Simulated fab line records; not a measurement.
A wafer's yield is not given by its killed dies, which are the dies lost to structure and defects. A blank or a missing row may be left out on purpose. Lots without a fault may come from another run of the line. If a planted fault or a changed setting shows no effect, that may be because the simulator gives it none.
fab line records	flow sky130
record lots=13	wafers=39	last-day=50
route steps=708 shown CONTACT@430 METAL4@632 VIA4@642 PAD_OPEN@708
lots that met no fault: taken from a fault-free run of the same line
start-h: hours from the record's first day to the start of the lot's first wafer shown	wait-h: hours from the lot's prior step to this one	" same as the row above	L1.1+2: one row covering several wafers at once	- either no value or no given start	* or withheld: withheld	< > ~ a bound
route shown NAME@n: NAME is a module with steps in the file, n the number in the route of the first one	usual: mean/standard deviation of fault-free wafers	same: alike in all rows	chamber/n: place in a boat	sites: the reading at each site	_std_site: standard deviation of those values	_edge_site: mean of outer sites minus mean of inner sites	radius-mm: how far each site lies from the wafer's centre	mask NAME#n: copy n	behind: the most recent tool/chamber to have shaped the wafer	hold: why the lot was held/for how many hours/how that ended	device: the transistor (n, p or np) that didn't switch	end of line: the same wafers' tests at the end of the route	step lacking rows: just its recipe	killed: count of dies lost to structure and defects at first sort (not the wafer's yield)	map: the dies of a wafer, with x for killed, . for not killed, _ for no die there
set.NAME: the run value of the setting; set.NAME@STEP: its run value at that earlier step	model.NAME: the simulator's own value behind a step, which no gauge read
steps of the route over a sample of lots; a table a step, a row a wafer
services: when a tool's chamber went out of use (start-h, in hours from the record's first day, below 0 if earlier), for how many hours, and the reason
## steps
# step SKY_CONTACT_CVD_24
# recipe material=W	target-thk-nm=340	time-s=102.12	temp-c=400	pressure-torr=40
# usual heater-power-w=978/38
# same time-s=102.12
lot.wafer	tool	chamber	start-h	wait-h	heater-power-w
L619.1	cvd-w-02	0	754.37	0.0	996
L619.3	"	0	"	"	1035
L619.6	"	0	"	"	1034
L620.1	cvd-w-02	1	762.08	0.0	937
L620.2	"	0	"	"	1025
L620.4	"	1	"	"	928
L621.2	cvd-w-02	0	779.28	0.0	1032
L621.3	"	1	"	"	935
L621.6	"	1	"	"	926
L622.2	cvd-w-01	1	779.79	0.0	951
L622.3	"	1	"	"	933
L622.6	"	1	"	"	941
L624.1	cvd-w-02	1	804.27	0.0	938
L624.4	"	1	"	"	953
L624.5	"	1	"	"	943
L625.1	cvd-w-01	1	809.68	0.0	934
L625.2	"	0	"	"	970
L625.3	"	1	"	"	961
L627.1	cvd-w-01	1	835.24	0.0	940
L627.3	"	1	"	"	921
L627.6	"	1	"	"	981
L630.1	cvd-w-01	1	843.37	0.0	982
L630.3	"	0	"	"	964
L630.6	"	1	"	"	970
L629.3	cvd-w-02	1	844.71	0.1	937
L629.4	"	0	"	"	1016
L629.6	"	0	"	"	1041
L631.2	cvd-w-01	1	855.95	0.1	960
L631.4	"	1	"	"	968
L631.5	"	1	"	"	968
L632.1	cvd-w-01	0	858.57	0.0	968
L632.3	"	0	"	"	982
L632.6	"	1	"	"	949
L639.1	cvd-w-01	0	910.13	0.0	981
L639.3	"	0	"	"	985
L639.6	"	1	"	"	992
L638.3	cvd-w-01	0	914.82	0.1	967
L638.4	"	1	"	"	1023
L638.5	"	0	"	"	990
# step SKY_METAL4_ETCH_16
# recipe chemistry=N2/H2	target=BARC	ion-energy-ev=200	bias-w=100	pressure-mtorr=30	n2-flow-sccm=100	h2-flow-sccm=200	icp-w=500	stop-on=SiO2	time-s=88.2	target-depth-a=600
# usual drypump-motor-current-A=6.02/0.25	oes-product-au=0.626/0.0048	throttle-valve-pct=13.204/0.0085
# same time-s=88.2
lot.wafer	tool	chamber	start-h	wait-h	drypump-motor-current-A	oes-product-au	rf-hours-counter-h	throttle-valve-pct
L619.1	rie-metal-03	0	998.26	0.0	6.00	0.631	7	13.196
L619.3	"	0	"	"	6.01	0.630	-	13.210
L619.6	"	1	"	"	5.72	0.623	-	13.199
L620.1	rie-metal-02	0	1005.13	0.0	6.07	0.631	11	13.213
L620.2	"	1	"	"	5.75	0.623	4	13.196
L620.4	"	1	"	"	5.73	0.622	-	13.204
L621.2	rie-metal-02	1	1019.38	0.0	5.74	0.629	5	13.215
L621.3	"	1	"	"	5.74	0.633	-	13.194
L621.6	"	1	"	"	5.76	0.620	-	13.211
L622.2	rie-metal-03	0	1021.71	0.0	5.99	0.615	8	13.207
L622.3	"	1	"	"	5.70	0.624	-	13.198
L622.6	"	1	"	"	5.69	0.617	-	13.193
L624.1	rie-metal-03	1	1039.66	0.0	5.70	0.631	3	13.202
L624.4	"	0	"	"	6.04	0.631	-	13.212
L624.5	"	0	"	"	6.03	0.627	-	13.202
L625.1	rie-metal-02	1	1045.71	0.0	5.74	0.623	7	13.203
L625.2	"	0	"	"	6.07	0.632	14	13.210
L625.3	"	0	"	"	6.05	0.626	-	13.201
L627.1	rie-metal-02	1	1068.68	0.0	5.75	0.627	8	13.197
L627.3	"	1	"	"	5.75	0.621	-	13.213
L627.6	"	0	"	"	6.07	0.619	-	13.197
L629.3	rie-metal-01	0	1075.01	0.1	6.15	0.629	-	13.198
L629.4	"	1	"	"	6.44	0.623	-	13.200
L629.6	"	1	"	"	6.45	0.622	-	13.208
L630.1	rie-metal-02	0	1075.61	0.0	6.07	0.617	16	13.190
L630.3	"	1	"	"	5.75	0.631	-	13.202
L630.6	"	1	"	"	5.76	0.625	-	13.218
L631.2	rie-metal-01	1	1082.66	0.1	6.38	0.633	-	13.210
L631.4	"	1	"	"	6.42	0.623	-	13.207
L631.5	"	1	"	"	6.46	0.631	-	13.195
L632.1	rie-metal-01	1	1084.46	0.1	6.40	0.625	15	13.205
L632.3	"	1	"	"	6.43	0.628	-	13.196
L632.6	"	1	"	"	6.45	0.624	-	13.198
L639.1	rie-metal-02	0	1126.48	0.0	6.07	0.626	20	13.216
L639.3	"	0	"	"	6.06	0.630	-	13.212
L639.6	"	1	"	"	5.76	0.624	-	13.201
L638.3	rie-metal-03	1	1130.16	0.0	5.70	0.631	-	13.212
L638.4	"	0	"	"	6.05	0.625	-	13.199
L638.5	"	0	"	"	6.06	0.624	-	13.197
# step SKY_VIA4_BOW_MEAS_03
# recipe mode=bow
# usual VIA4_BOW=79/8.6
lot.wafer	tool	chamber	start-h	wait-h	VIA4_BOW[um]
L619.1	film-metro-01	-	999.73	0.1	77
L619.3	"	-	"	"	80
L619.6	"	-	"	"	94
L620.1	film-metro-02	-	1006.76	0.1	72
L620.2	"	-	"	"	83
L620.4	"	-	"	"	76
L621.2	film-metro-04	-	1021.17	0.1	78
L621.3	"	-	"	"	78
L621.6	"	-	"	"	62
L622.2	film-metro-04	-	1023.19	0.2	99
L622.3	"	-	"	"	91
L622.6	"	-	"	"	82
L624.1	film-metro-01	-	1041.08	0.2	77
L624.4	"	-	"	"	78
L624.5	"	-	"	"	82
L625.1	film-metro-02	-	1047.19	0.2	76
L625.2	"	-	"	"	79
L625.3	"	-	"	"	92
L627.1	film-metro-01	-	1070.11	0.1	76
L627.3	"	-	"	"	70
L627.6	"	-	"	"	77
L629.3	film-metro-02	-	1076.47	0.2	80
L629.4	"	-	"	"	71
L629.6	"	-	"	"	68
L630.1	film-metro-04	-	1077.37	0.2	73
L630.3	"	-	"	"	83
L630.6	"	-	"	"	71
L631.2	film-metro-04	-	1084.31	0.1	79
L631.4	"	-	"	"	57
L631.5	"	-	"	"	67
L632.1	film-metro-02	-	1086.39	0.1	85
L632.3	"	-	"	"	85
L632.6	"	-	"	"	85
L639.1	film-metro-02	-	1128.32	0.1	82
L639.3	"	-	"	"	72
L639.6	"	-	"	"	74
L638.3	film-metro-01	-	1131.60	0.3	74
L638.4	"	-	"	"	82
L638.5	"	-	"	"	94
# step SKY_VIA4_SPUTTER_17
# recipe material=TiN	target-thk-nm=20	chamber-pressure-pa=5	power-w=4000	time-s=80
# usual throttle-valve-pct=29.7/1.1
# same time-s=80
lot.wafer	tool	chamber	start-h	wait-h	throttle-valve-pct
L619.1	pvd-sputter-03	-	1023.84	0.0	29.0
L619.3	"	-	"	"	30.0
L619.6	"	-	"	"	26.5
L620.1	pvd-sputter-01	-	1030.93	0.0	29.3
L620.2	"	-	"	"	29.7
L620.4	"	-	"	"	30.1
L621.2	pvd-sputter-01	-	1044.77	0.0	30.6
L621.3	"	-	"	"	29.1
L621.6	"	-	"	"	30.5
L622.2	pvd-sputter-03	-	1046.30	0.0	30.4
L622.3	"	-	"	"	30.1
L622.6	"	-	"	"	29.9
L624.1	pvd-sputter-01	-	1063.05	0.0	30.6
L624.4	"	-	"	"	29.0
L624.5	"	-	"	"	29.7
L625.1	pvd-sputter-01	-	1069.49	0.0	29.0
L625.2	"	-	"	"	30.4
L625.3	"	-	"	"	29.4
L627.1	pvd-sputter-02	-	1092.64	0.0	30.7
L627.3	"	-	"	"	28.4
L627.6	"	-	"	"	31.3
L629.3	pvd-sputter-01	-	1097.41	0.0	29.1
L629.4	"	-	"	"	29.7
L629.6	"	-	"	"	29.6
L630.1	pvd-sputter-01	-	1099.00	0.0	29.2
L630.3	"	-	"	"	29.4
L630.6	"	-	"	"	28.9
L631.2	pvd-sputter-01	-	1105.61	0.0	30.2
L631.4	"	-	"	"	29.0
L631.5	"	-	"	"	30.2
L632.1	pvd-sputter-01	-	1107.59	0.0	30.4
L632.3	"	-	"	"	29.0
L632.6	"	-	"	"	30.6
L639.1	pvd-sputter-02	-	1148.09	0.0	31.1
L639.3	"	-	"	"	31.3
L639.6	"	-	"	"	29.5
L638.3	pvd-sputter-02	-	1152.12	0.0	28.3
L638.4	"	-	"	"	31.3
L638.5	"	-	"	"	30.8
# step SKY_PAD_OPEN_PROBE_99
# usual killed_at_M0_to_M3=46/6.7	killed_at_M4_up=3.3/2	killed-at-contacts=24/5.4	killed-at-front-end=15/4.3	killed-at-other=0.4/0.64	killed-dies=89/9.1	killed-open=48/7.2	killed-short=40/6.3
# same gross-dies=492	killed-at-back-side=0
lot.wafer	tool	chamber	start-h	wait-h	hold	killed_at_M0_to_M3	killed_at_M4_up	killed-at-contacts	killed-at-front-end	killed-at-other	killed-dies	killed-open	killed-short
L619.1	prober-02	-	1093.16	0.1	-	48	2	24	9	0	83	47	36
L619.3	prober-02	-	1093.26	0.2	-	42	2	22	25	0	91	48	42
L619.6	prober-02	-	1093.41	0.2	-	64	2	26	13	1	106	61	44
L620.1	prober-01	-	1100.04	0.1	-	32	5	17	16	1	71	38	32
L620.2	prober-01	-	1100.09	0.1	-	40	1	22	20	1	84	45	38
L620.4	prober-01	-	1100.19	0.2	-	36	6	20	20	0	82	48	34
L621.2	prober-02	-	1112.19	0.1	-	30	1	32	11	0	74	43	31
L621.3	prober-02	-	1112.24	0.2	-	51	2	19	26	1	99	59	39
L621.6	prober-02	-	1112.39	0.2	-	48	5	31	17	0	101	53	48
L622.2	prober-02	-	1113.14	0.1	-	44	2	27	13	1	87	42	44
L622.3	prober-02	-	1113.19	0.2	-	48	2	21	19	0	90	52	35
L622.6	prober-02	-	1113.34	0.2	-	50	1	30	17	0	98	54	44
L624.1	prober-02	-	1130.46	0.1	-	59	3	30	8	0	100	58	40
L624.4	prober-02	-	1130.61	0.2	-	34	1	26	15	0	76	45	31
L624.5	prober-02	-	1130.66	0.2	-	49	7	31	22	0	109	65	41
L625.1	prober-01	-	1136.16	0.1	-	32	1	30	16	0	79	40	39
L625.2	prober-01	-	1136.21	0.1	-	37	0	28	8	1	74	50	24
L625.3	prober-01	-	1136.26	0.2	-	47	2	36	14	0	99	60	39
L627.1	prober-01	-	1156.68	0.1	-	42	4	35	17	0	98	61	37
L627.3	prober-01	-	1156.78	0.2	-	41	1	29	13	1	85	50	35
L627.6	prober-01	-	1156.93	0.2	-	47	2	24	17	0	90	41	49
L629.3	prober-01	-	1160.19	0.2	-	45	7	17	21	1	91	52	38
L629.4	prober-01	-	1160.24	0.2	-	48	5	17	17	0	87	49	36
L629.6	prober-01	-	1160.34	0.2	-	45	1	27	18	0	91	46	43
L630.1	prober-02	-	1162.66	0.1	-	44	4	28	5	0	81	46	35
L630.3	prober-02	-	1162.76	0.2	-	49	2	27	10	0	88	55	33
L630.6	prober-02	-	1162.91	0.2	-	46	4	16	15	1	82	50	32
L631.2	prober-01	-	1167.27	0.1	-	46	1	27	25	0	99	61	37
L631.4	prober-01	-	1167.37	0.2	-	42	4	18	17	0	81	42	39
L631.5	prober-01	-	1167.42	0.2	-	58	8	21	11	0	98	43	55
L632.1	prober-02	-	1169.97	0.1	-	43	5	24	18	0	90	53	37
L632.3	prober-02	-	1170.07	0.2	-	49	3	24	14	1	91	44	47
L632.6	prober-02	-	1170.22	0.2	-	40	2	16	21	0	79	43	36
L639.1	prober-01	-	1203.70	0.1	await-dispo/1.5h/release	36	4	74	15	0	129	39	36
L639.3	prober-01	-	1203.80	0.2	await-dispo/1.5h/release	45	2	68	11	0	126	44	36
L639.6	prober-01	-	1203.95	0.2	await-dispo/1.5h/release	46	3	79	12	3	143	59	29
L638.3	prober-02	-	1207.42	0.2	await-dispo/2.0h/release	49	4	71	18	0	142	55	35
L638.4	prober-02	-	1207.47	0.2	await-dispo/2.0h/release	50	10	65	10	0	135	42	36
L638.5	prober-02	-	1207.52	0.2	await-dispo/2.0h/release	44	1	72	10	1	128	38	42
# killed by level:class
L619.1 CONTACT:geometric-particle:open=15 VIA1:geometric-particle:open=12 VIA1:geometric-particle:short=8 METAL2:geometric-particle:short=7 METAL1:geometric-particle:short=7 FIELD_ISO:geometric-particle:short=4 VIA2:geometric-particle:open=4 LI_CONTACT:geometric-particle:open=3
L619.3 VIA1:geometric-particle:open=10 FIELD_ISO:geometric-particle:short=8 CONTACT:geometric-particle:open=8 FIELD_ISO:geometric-particle:open=5 VIA2:geometric-particle:open=5 POLY_GATE:geometric-particle:open=5 VIA3:geometric-particle:open=5 LI_CONTACT:geometric-particle:open=4
L619.6 VIA1:geometric-particle:open=21 CONTACT:geometric-particle:open=10 VIA1:geometric-particle:short=10 LOCAL_INTERCONNECT:geometric-particle:short=7 FIELD_ISO:geometric-particle:open=6 METAL2:geometric-particle:short=6 VIA3:geometric-particle:open=6 LI_CONTACT:geometric-particle:open=5
L620.1 VIA1:geometric-particle:open=8 FIELD_ISO:geometric-particle:short=7 LI_CONTACT:geometric-particle:open=7 POLY_GATE:geometric-particle:open=6 VIA2:geometric-particle:open=6 CONTACT:geometric-particle:open=5 METAL2:geometric-particle:short=4 METAL1:geometric-particle:short=4
L620.2 CONTACT:geometric-particle:open=9 VIA3:geometric-particle:open=9 VIA2:geometric-particle:open=8 FIELD_ISO:geometric-particle:short=6 POLY_GATE:geometric-particle:short=6 LI_CONTACT:geometric-particle:open=6 VIA1:geometric-particle:open=5 LOCAL_INTERCONNECT:geometric-particle:short=4
L620.4 VIA2:geometric-particle:open=8 LI_CONTACT:geometric-particle:open=7 VIA1:geometric-particle:open=7 VIA3:geometric-particle:open=7 CONTACT:geometric-particle:open=6 POLY_GATE:geometric-particle:short=5 METAL2:geometric-particle:short=5 FIELD_ISO:geometric-particle:short=4
L621.2 LI_CONTACT:geometric-particle:open=10 CONTACT:geometric-particle:open=9 VIA1:geometric-particle:short=6 VIA3:geometric-particle:open=5 LOCAL_INTERCONNECT:geometric-particle:short=5 FIELD_ISO:geometric-particle:open=4 LOCAL_INTERCONNECT:geometric-particle:open=4 POLY_GATE:geometric-particle:open=3
L621.3 CONTACT:geometric-particle:open=12 VIA1:geometric-particle:open=11 FIELD_ISO:geometric-particle:short=10 FIELD_ISO:geometric-particle:open=10 VIA3:geometric-particle:open=9 METAL1:geometric-particle:short=5 METAL2:geometric-particle:short=5 VIA3:geometric-particle:short=5
L621.6 CONTACT:geometric-particle:open=10 VIA2:geometric-particle:open=10 LI_CONTACT:geometric-particle:open=9 METAL1:geometric-particle:short=9 VIA1:geometric-particle:open=8 VIA3:geometric-particle:short=7 FIELD_ISO:geometric-particle:short=6 LOCAL_INTERCONNECT:geometric-particle:short=4
L622.2 VIA1:geometric-particle:open=13 LI_CONTACT:geometric-particle:open=7 METAL2:geometric-particle:short=7 METAL1:geometric-particle:short=6 CONTACT:geometric-particle:short=6 CONTACT:geometric-particle:open=6 VIA3:geometric-particle:open=5 LI_CONTACT:geometric-particle:short=4
L622.3 VIA1:geometric-particle:open=14 CONTACT:geometric-particle:open=10 METAL2:geometric-particle:short=9 VIA3:geometric-particle:open=8 FIELD_ISO:geometric-particle:short=7 VIA2:geometric-particle:open=6 LI_CONTACT:geometric-particle:open=5 FIELD_ISO:geometric-particle:open=4
L622.6 LI_CONTACT:geometric-particle:open=10 VIA1:geometric-particle:open=9 CONTACT:geometric-particle:open=7 METAL2:geometric-particle:short=7 VIA3:geometric-particle:open=7 METAL1:geometric-particle:short=6 VIA1:geometric-particle:short=6 LOCAL_INTERCONNECT:geometric-particle:short=5
L624.1 CONTACT:geometric-particle:open=13 VIA2:geometric-particle:open=13 VIA1:geometric-particle:open=11 VIA3:geometric-particle:open=6 METAL1:geometric-particle:short=6 METAL2:geometric-particle:short=6 LI_CONTACT:geometric-particle:open=5 VIA1:geometric-particle:short=5
L624.4 CONTACT:geometric-particle:open=8 VIA3:geometric-particle:open=8 LOCAL_INTERCONNECT:geometric-particle:short=7 FIELD_ISO:geometric-particle:open=6 METAL2:geometric-particle:short=6 LI_CONTACT:geometric-particle:open=5 METAL1:geometric-particle:short=5 VIA1:geometric-particle:open=5
L624.5 CONTACT:geometric-particle:open=11 LI_CONTACT:geometric-particle:open=10 VIA3:geometric-particle:open=10 VIA1:geometric-particle:open=8 FIELD_ISO:geometric-particle:short=7 POLY_GATE:geometric-particle:open=7 VIA1:geometric-particle:short=7 METAL2:geometric-particle:short=6
L625.1 LI_CONTACT:geometric-particle:open=13 FIELD_ISO:geometric-particle:short=8 VIA2:geometric-particle:open=7 CONTACT:geometric-particle:short=6 VIA1:geometric-particle:open=5 CONTACT:geometric-particle:open=5 VIA3:geometric-particle:open=5 LOCAL_INTERCONNECT:geometric-particle:short=4
L625.2 CONTACT:geometric-particle:open=11 LI_CONTACT:geometric-particle:open=10 VIA1:geometric-particle:open=8 VIA2:geometric-particle:open=8 METAL1:geometric-particle:short=7 VIA3:geometric-particle:open=5 POLY_GATE:geometric-particle:open=4 CONTACT:geometric-particle:short=3
L625.3 CONTACT:geometric-particle:open=15 VIA3:geometric-particle:open=11 VIA2:geometric-particle:open=9 LI_CONTACT:geometric-particle:open=7 METAL2:geometric-particle:short=7 CONTACT:geometric-particle:short=6 POLY_GATE:geometric-particle:open=5 LOCAL_INTERCONNECT:geometric-particle:short=5
L627.1 CONTACT:geometric-particle:open=14 LI_CONTACT:geometric-particle:open=11 FIELD_ISO:geometric-particle:open=9 VIA1:geometric-particle:open=9 VIA3:geometric-particle:open=9 VIA3:geometric-particle:short=5 METAL4:geometric-particle:short=4 FIELD_ISO:geometric-particle:short=3
L627.3 VIA1:geometric-particle:open=11 CONTACT:geometric-particle:open=10 LI_CONTACT:geometric-particle:open=7 VIA2:geometric-particle:open=6 VIA3:geometric-particle:short=6 VIA3:geometric-particle:open=5 LOCAL_INTERCONNECT:geometric-particle:short=4 CONTACT:geometric-particle:short=4
L627.6 METAL1:geometric-particle:short=9 CONTACT:geometric-particle:open=8 LI_CONTACT:geometric-particle:open=7 VIA1:geometric-particle:open=7 FIELD_ISO:geometric-particle:short=6 METAL2:geometric-particle:short=6 VIA2:geometric-particle:open=5 CONTACT:geometric-particle:short=5
L629.3 VIA1:geometric-particle:open=15 FIELD_ISO:geometric-particle:open=6 VIA2:geometric-particle:open=6 LI_CONTACT:geometric-particle:open=6 METAL2:geometric-particle:short=6 CONTACT:geometric-particle:open=6 METAL1:geometric-particle:short=6 FIELD_ISO:geometric-particle:short=5
L629.4 VIA1:geometric-particle:open=13 VIA1:geometric-particle:short=8 CONTACT:geometric-particle:open=7 METAL2:geometric-particle:short=7 POLY_GATE:geometric-particle:open=6 FIELD_ISO:geometric-particle:open=5 LI_CONTACT:geometric-particle:open=5 METAL1:geometric-particle:short=5
L629.6 CONTACT:geometric-particle:open=11 METAL2:geometric-particle:short=10 VIA1:geometric-particle:open=8 LOCAL_INTERCONNECT:geometric-particle:short=6 VIA3:geometric-particle:open=6 FIELD_ISO:geometric-particle:open=4 LI_CONTACT:geometric-particle:open=4 CONTACT:geometric-particle:short=4
L630.1 VIA1:geometric-particle:open=11 CONTACT:geometric-particle:open=9 VIA3:geometric-particle:open=8 CONTACT:geometric-particle:short=7 METAL1:geometric-particle:short=7 VIA1:geometric-particle:short=6 VIA2:geometric-particle:open=6 LI_CONTACT:geometric-particle:short=5
L630.3 VIA1:geometric-particle:open=16 CONTACT:geometric-particle:open=12 LI_CONTACT:geometric-particle:open=8 METAL1:geometric-particle:short=6 VIA2:geometric-particle:open=6 VIA1:geometric-particle:short=5 CONTACT:geometric-particle:short=4 VIA2:geometric-particle:short=4
L630.6 VIA1:geometric-particle:open=13 VIA2:geometric-particle:open=9 VIA3:geometric-particle:open=8 SPACER:geometric-particle:open=5 POLY_GATE:geometric-particle:open=4 VIA1:geometric-particle:short=4 LOCAL_INTERCONNECT:geometric-particle:short=4 METAL2:geometric-particle:short=4
L631.2 VIA1:geometric-particle:open=19 LI_CONTACT:geometric-particle:open=11 POLY_GATE:geometric-particle:open=9 CONTACT:geometric-particle:open=9 FIELD_ISO:geometric-particle:short=5 LOCAL_INTERCONNECT:geometric-particle:short=5 VIA1:geometric-particle:short=5 METAL2:geometric-particle:short=5
L631.4 VIA1:geometric-particle:open=8 CONTACT:geometric-particle:open=6 METAL2:geometric-particle:short=6 VIA3:geometric-particle:open=6 VIA2:geometric-particle:open=5 VIA1:geometric-particle:short=5 METAL3:geometric-particle:short=5 FIELD_ISO:geometric-particle:open=4
L631.5 VIA1:geometric-particle:open=10 METAL2:geometric-particle:short=9 CONTACT:geometric-particle:open=8 VIA2:geometric-particle:open=8 VIA2:geometric-particle:short=6 METAL4:geometric-particle:short=5 VIA1:geometric-particle:short=5 METAL2:geometric-particle:open=4
L632.1 CONTACT:geometric-particle:open=12 VIA2:geometric-particle:open=9 VIA1:geometric-particle:open=9 METAL2:geometric-particle:short=6 FIELD_ISO:geometric-particle:short=5 VIA1:geometric-particle:short=5 VIA3:geometric-particle:open=5 LI_CONTACT:geometric-particle:open=4
L632.3 VIA1:geometric-particle:open=11 CONTACT:geometric-particle:open=8 METAL1:geometric-particle:short=8 LI_CONTACT:geometric-particle:open=6 VIA2:geometric-particle:open=6 CONTACT:geometric-particle:short=5 METAL2:geometric-particle:short=5 VIA2:geometric-particle:short=4
L632.6 FIELD_ISO:geometric-particle:open=9 VIA2:geometric-particle:open=9 CONTACT:geometric-particle:open=7 METAL2:geometric-particle:short=7 FIELD_ISO:geometric-particle:short=6 VIA1:geometric-particle:open=5 LI_CONTACT:geometric-particle:open=4 METAL1:geometric-particle:short=3
L639.1 CONTACT:unspecified=54 VIA1:geometric-particle:open=11 CONTACT:geometric-particle:open=10 FIELD_ISO:geometric-particle:short=6 POLY_GATE:geometric-particle:short=5 LI_CONTACT:geometric-particle:open=5 METAL2:geometric-particle:short=5 VIA2:geometric-particle:open=5
L639.3 CONTACT:unspecified=46 VIA1:geometric-particle:open=11 CONTACT:geometric-particle:open=9 METAL1:geometric-particle:short=8 METAL2:geometric-particle:short=7 LI_CONTACT:geometric-particle:open=6 VIA3:geometric-particle:open=6 VIA1:geometric-particle:short=5
L639.6 CONTACT:unspecified=55 VIA1:geometric-particle:open=14 CONTACT:geometric-particle:open=12 LI_CONTACT:geometric-particle:open=6 VIA3:geometric-particle:open=6 VIA2:geometric-particle:open=6 VIA1:geometric-particle:short=5 FIELD_ISO:geometric-particle:short=3
L638.3 CONTACT:unspecified=52 VIA2:geometric-particle:open=11 CONTACT:geometric-particle:open=9 VIA1:geometric-particle:open=7 METAL1:geometric-particle:short=6 METAL2:geometric-particle:open=6 VIA3:geometric-particle:open=6 POLY_GATE:geometric-particle:short=5
L638.4 CONTACT:unspecified=57 VIA3:geometric-particle:open=13 VIA1:geometric-particle:open=9 METAL4:geometric-particle:short=7 METAL1:geometric-particle:short=5 VIA2:geometric-particle:short=5 METAL3:geometric-particle:short=5 FIELD_ISO:geometric-particle:open=4
L638.5 CONTACT:unspecified=48 VIA2:geometric-particle:open=10 LOCAL_INTERCONNECT:geometric-particle:short=7 LI_CONTACT:geometric-particle:open=6 METAL2:geometric-particle:short=6 CONTACT:geometric-particle:open=6 VIA1:geometric-particle:open=6 VIA3:geometric-particle:short=5
## services
tool	chamber	start-h	hours	kind
pvd-sputter-02	-	763.17	1.6	repair
cvd-w-02	-	782.29	2.8	pm
rie-metal-02	1	797.27	13.0	repair
pvd-sputter-01	-	812.85	0.6	repair
pvd-sputter-02	-	815.32	7.7	repair
rie-metal-02	0	826.93	2.3	repair
cvd-w-02	-	843.39	1.2	repair
cvd-w-01	0	852.92	4.2	repair
pvd-sputter-01	-	897.08	3.7	repair
cvd-w-02	-	904.00	14.0	pm
pvd-sputter-03	-	931.24	2.2	repair
pvd-sputter-03	-	937.18	2.4	repair
cvd-w-02	-	946.05	14.6	pm
pvd-sputter-03	-	1030.45	2.2	repair
cvd-w-01	1	1054.94	12.5	repair
pvd-sputter-01	1	1060.05	-	consumable-replace:kit
pvd-sputter-01	1	1060.05	18.0	scheduled-down
rie-metal-01	-	1064.44	0.4	repair
pvd-sputter-01	-	1073.97	2.6	repair
cvd-w-02	-	1082.18	0.4	repair
pvd-sputter-02	-	1098.74	11.5	repair
pvd-sputter-02	-	1104.16	4.2	repair
pvd-sputter-01	-	1111.15	2.8	repair
cvd-w-01	-	1131.09	14.6	pm
## key
first-sign step=SKY_PAD_OPEN_PROBE_99	reading=killed-at-contacts	direction=up	sigmas=8.9	usual=24	struck=72
effect step=SKY_PAD_OPEN_PROBE_99	reading=killed-dies	direction=up	sigmas=4.9	usual=89	struck=134
met-at SKY_CONTACT_CVD_24
struck-lots L638,L639
tester-left-out L638,L639
not-acting-at SKY_METAL4_ETCH_16,SKY_VIA4_BOW_MEAS_03,SKY_VIA4_SPUTTER_17
onset-between 858.57 910.13
also-fits time
fault kind=chamber-particle-source	tool=cvd-w-01	chamber=-	onset-h=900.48	steps=SKY_CONTACT_CVD_24	rate-per-visit-cm2=1.2297	end-h=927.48
# tester-left-out: of these lots the tester's yield and bins aren't shown, on N5 and GAA mostly nor the transistor test; their killed dies are dies lost to structure and defects alone, not to doping, threshold or leakage, so they don't give the yield
